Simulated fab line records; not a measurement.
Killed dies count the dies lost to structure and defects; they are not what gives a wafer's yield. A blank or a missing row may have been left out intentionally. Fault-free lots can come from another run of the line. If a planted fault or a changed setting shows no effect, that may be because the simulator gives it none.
Which of the tools did it?	flow gf180mcu	24 lots, 72 wafers sampled, at 5 steps of a route of 602

== WHAT THE GAUGES READ, wafer by wafer ==
GF_M3_OVL_MEAS_15. Usual: for M3_OVL the level is 4 nm and the standard deviation is 4.9.
lot	measured	on	M3_OVL (nm)	flag
L074	day 21 01:32	overlay-02	14 7 10	
L075	day 21 23:16	overlay-01	9 5 3	
L076	day 22 01:07	overlay-01	4 -2 -2	
L077	day 22 21:04	overlay-02	0 1 2	
L078	day 23 01:46	overlay-02	-4 -4 -3	
L079	day 24 00:07	overlay-01	5 0 -2	
L080	day 24 00:28	overlay-02	10 6 1	
L081	day 24 02:32	overlay-02	4 -3 4	
L082	day 24 08:10	overlay-02	10 9 11	
L083	day 24 13:11	overlay-02	3 -3 1	
L084	day 24 16:52	overlay-02	-4 -1 -1	
L085	day 25 06:20	overlay-02	12 13 6	
L086	day 25 14:44	overlay-02	7 5 9	
L087	day 25 21:46	overlay-01	-4 0 1	
L088	day 26 03:58	overlay-01	6 5 8	
L089	day 26 12:43	overlay-01	6 5 8	
L090	day 26 20:55	overlay-01	7 9 11	
L091	day 27 01:11	overlay-02	-3 3 3	
L092	day 27 06:58	overlay-02	1 4 4	
L093	day 27 15:43	overlay-02	-2 4 5	
L094	day 28 01:16	overlay-02	10 14 14	
L095	day 28 07:01	overlay-01	6 5 9	
L096	day 28 11:20	overlay-02	9 6 2	
L097	day 28 22:49	overlay-02	1 -1 7	

GF_M4_THK_MEAS_06: measures by xrf. Usual: for M4_ALCU_THK the level is 436 nm and the standard deviation is 5.3.
lot	measured	on	M4_ALCU_THK (nm)	flag
L074	day 22 04:23	film metro-03	428 432 430	
L075	day 23 01:54	film metro-04	438 433 437	
L076	day 23 03:51	film metro-01	434 429 431	
L077	day 23 21:41	film metro-03	427 432 429	
L078	day 24 03:19	film metro-01	437 433 440	
L079	day 25 01:27	film metro-01	442 432 435	
L080	day 25 01:34	film metro-04	433 431 430	
L081	day 25 04:17	film metro-01	434 437 438	
L082	day 25 09:50	film metro-04	442 436 445	
L083	day 25 13:38	film metro-01	439 434 440	
L084	day 25 17:16	film metro-04	436 438 438	
L085	day 26 06:55	film metro-01	437 438 435	
L086	day 26 15:06	film metro-01	436 439 441	
L087	day 26 21:37	film metro-03	435 434 442	
L088	day 27 04:24	film metro-04	439 441 444	
L089	day 27 12:38	film metro-03	445 436 434	
L090	day 27 19:26	film metro-04	440 434 431	
L091	day 28 00:20	film metro-01	436 433 440	
L092	day 28 05:31	film metro-03	427 431 431	
L093	day 28 14:07	film metro-04	435 437 443	
L094	day 28 23:36	film metro-03	439 432 438	
L095	day 29 06:25	film metro-01	450 440 450	
L096	day 29 09:43	film metro-03	433 435 434	
L097	day 29 21:04	film metro-01	435 443 446	

== EACH LOT AND THE TOOL THAT RAN IT (in order: tool; ch and the chambers of the sampled wafers; start) ==
lot	GF_M3_STRIP_17	GF_M4_SPUTTER_00	GF_M4_SPUTTER_02
L074	plasma asher-03 ch 1, day 21 01:40	pvd sputter-03, day 22 04:01	pvd sputter-03, day 22 04:10
L075	plasma asher-03 ch 0,1, day 21 23:25	pvd sputter-04, day 23 01:33	pvd sputter-04, day 23 01:41
L076	plasma asher-03 ch 0,1, day 22 01:15	pvd sputter-01, day 23 03:31	pvd sputter-01, day 23 03:38
L077	plasma asher-03 ch 0,1, day 22 21:13	pvd sputter-03, day 23 21:21	pvd sputter-03, day 23 21:29
L078	plasma asher-01 ch 0,1, day 23 02:01	pvd sputter-01, day 24 02:58	pvd sputter-01, day 24 03:05
L079	plasma asher-03 ch 0,1, day 24 00:23	pvd sputter-04, day 25 01:07	pvd sputter-04, day 25 01:14
L080	plasma asher-01 ch 0,1, day 24 00:37	pvd sputter-01, day 25 01:14	pvd sputter-01, day 25 01:22
L081	plasma asher-03 ch 0,1, day 24 02:49	pvd sputter-01, day 25 03:56	pvd sputter-01, day 25 04:04
L082	plasma asher-01 ch 0,1, day 24 08:26	pvd sputter-03, day 25 09:30	pvd sputter-03, day 25 09:38
L083	plasma asher-03 ch 0,1, day 24 13:21	pvd sputter-04, day 25 13:17	pvd sputter-04, day 25 13:25
L084	plasma asher-04 ch 0,1, day 24 17:07	pvd sputter-04, day 25 16:55	pvd sputter-04, day 25 17:02
L085	plasma asher-01 ch 0,1, day 25 06:28	pvd sputter-04, day 26 06:34	pvd sputter-04, day 26 06:41
L086	plasma asher-01 ch 0,1, day 25 14:54	pvd sputter-04, day 26 14:44	pvd sputter-04, day 26 14:52
L087	plasma asher-01 ch 0,1, day 25 21:54	pvd sputter-04, day 26 21:16	pvd sputter-04, day 26 21:24
L088	plasma asher-04 ch 0,1, day 26 04:06	pvd sputter-03, day 27 04:03	pvd sputter-03, day 27 04:11
L089	plasma asher-03 ch 0,1, day 26 12:59	pvd sputter-04, day 27 12:17	pvd sputter-04, day 27 12:25
L090	plasma asher-03 ch 0,1, day 26 21:10	pvd sputter-04, day 27 19:06	pvd sputter-04, day 27 19:14
L091	plasma asher-01 ch 0,1, day 27 01:26	pvd sputter-04, day 28 00:00	pvd sputter-04, day 28 00:08
L092	plasma asher-01 ch 0,1, day 27 07:14	pvd sputter-01, day 28 05:10	pvd sputter-01, day 28 05:18
L093	plasma asher-01 ch 0,1, day 27 15:52	pvd sputter-04, day 28 13:46	pvd sputter-04, day 28 13:54
L094	plasma asher-03 ch 0,1, day 28 01:24	pvd sputter-03, day 28 23:15	pvd sputter-03, day 28 23:23
L095	plasma asher-04 ch 0,1, day 28 07:10	pvd sputter-04, day 29 06:04	pvd sputter-04, day 29 06:12
L096	plasma asher-04 ch 0,1, day 28 11:30	pvd sputter-01, day 29 09:22	pvd sputter-01, day 29 09:29
L097	plasma asher-04 ch 0,1, day 28 22:58	pvd sputter-03, day 29 20:43	pvd sputter-03, day 29 20:50
- GF_M3_STRIP_17: strips in O2/N2.
- GF_M4_SPUTTER_00: material Ti, target thk 37.5 nm, time 150 s.
- GF_M4_SPUTTER_02: material AlCu, target thk 450 nm, time 23.9 s.

== AS READ BY THE TOOLS THEMSELVES (means over the sampled wafers that have a number; for cases with no such wafer, the mark the record gives instead) ==
GF_M3_STRIP_17. Usual: drypump motor current A 5.8 A, standard deviation 0.4; heater power w 323 W, standard deviation 48; oes product au 0.558 a.u., standard deviation 0.0045; strip time to endpoint s 7.87 s, standard deviation 0.038.
lot	tool	drypump motor current A (A)	heater power w (W)	oes product au (a.u.)	strip time to endpoint s (s)	flag
L074	plasma asher-03	6.3	356	0.556	7.83	
L075	plasma asher-03	5.8	366	0.564	7.89	
L076	plasma asher-03	5.9	366	0.557	7.89	
L077	plasma asher-03	5.8	367	0.551	7.92	
L078	plasma asher-01	5.8	286	0.557	7.91	
L079	plasma asher-03	5.9	367	0.559	7.84	
L080	plasma asher-01	5.8	285	0.555	7.81	
L081	plasma asher-03	5.8	359	0.560	7.90	
L082	plasma asher-01	5.7	320	0.562	7.92	
L083	plasma asher-03	6.1	355	0.559	7.91	
L084	plasma asher-04	5.6	274	0.553	7.86	
L085	plasma asher-01	5.8	286	0.556	7.88	
L086	plasma asher-01	5.7	318	0.557	7.90	
L087	plasma asher-01	5.8	287	0.563	7.86	
L088	plasma asher-04	5.6	275	0.557	7.85	
L089	plasma asher-03	6.1	356	0.554	7.82	
L090	plasma asher-03	6.1	362	0.558	7.87	
L091	plasma asher-01	5.8	285	0.557	7.84	
L092	plasma asher-01	5.7	322	0.557	7.86	
L093	plasma asher-01	5.7	321	0.556	7.86	
L094	plasma asher-03	5.8	365	0.556	7.84	
L095	plasma asher-04	5.2	283	0.560	7.86	
L096	plasma asher-04	5.3	285	0.558	7.83	
L097	plasma asher-04	5.6	274	0.562	7.88	

GF_M4_SPUTTER_00. Usual: 29.9 % for throttle valve pct, sd 0.82.
lot	tool	throttle valve pct (%)	flag
L074	pvd sputter-03	29.4	
L075	pvd sputter-04	30.1	
L076	pvd sputter-01	30.3	
L077	pvd sputter-03	29.3	
L078	pvd sputter-01	29.7	
L079	pvd sputter-04	30.3	
L080	pvd sputter-01	30.4	
L081	pvd sputter-01	29.9	
L082	pvd sputter-03	29.4	
L083	pvd sputter-04	30.2	
L084	pvd sputter-04	30.3	
L085	pvd sputter-04	30.4	
L086	pvd sputter-04	30.0	
L087	pvd sputter-04	30.0	
L088	pvd sputter-03	29.2	
L089	pvd sputter-04	30.6	
L090	pvd sputter-04	30.7	
L091	pvd sputter-04	30.3	
L092	pvd sputter-01	29.8	
L093	pvd sputter-04	30.1	
L094	pvd sputter-03	29.4	
L095	pvd sputter-04	30.4	
L096	pvd sputter-01	29.4	
L097	pvd sputter-03	29.1	

GF_M4_SPUTTER_02. Usual: 29.9 % for throttle valve pct, sd 0.83.
lot	tool	throttle valve pct (%)	flag
L074	pvd sputter-03	29.4	
L075	pvd sputter-04	30.2	
L076	pvd sputter-01	30.3	
L077	pvd sputter-03	29.4	
L078	pvd sputter-01	29.7	
L079	pvd sputter-04	30.3	
L080	pvd sputter-01	30.2	
L081	pvd sputter-01	29.9	
L082	pvd sputter-03	29.3	
L083	pvd sputter-04	30.3	
L084	pvd sputter-04	30.3	
L085	pvd sputter-04	30.2	
L086	pvd sputter-04	30.1	
L087	pvd sputter-04	30.1	
L088	pvd sputter-03	29.1	
L089	pvd sputter-04	30.6	
L090	pvd sputter-04	31.0	
L091	pvd sputter-04	30.4	
L092	pvd sputter-01	30.0	
L093	pvd sputter-04	29.9	
L094	pvd sputter-03	29.3	
L095	pvd sputter-04	30.3	
L096	pvd sputter-01	29.4	
L097	pvd sputter-03	29.0	

== THE ANSWER, worked out from the rows above alone ==
Rule: a lot counts as off when the mean over its wafers that have a number is more than 3 standard deviations away from the usual mean. A lot without any number at a reading at which 4 lots or more have one is off too. Where the step has rows for the other lots, those lots are counted as sound. After the gauges, taken in route order, come the tools' own readings; for these a lot's mean is taken, as printed above. At the first step where some lot is off, the reading lying furthest off is the one used; lots without a number count as furthest.
Nothing can be told from this: no lot is off at any reading shown.

== WHAT THE SIMULATOR PUT IN ==
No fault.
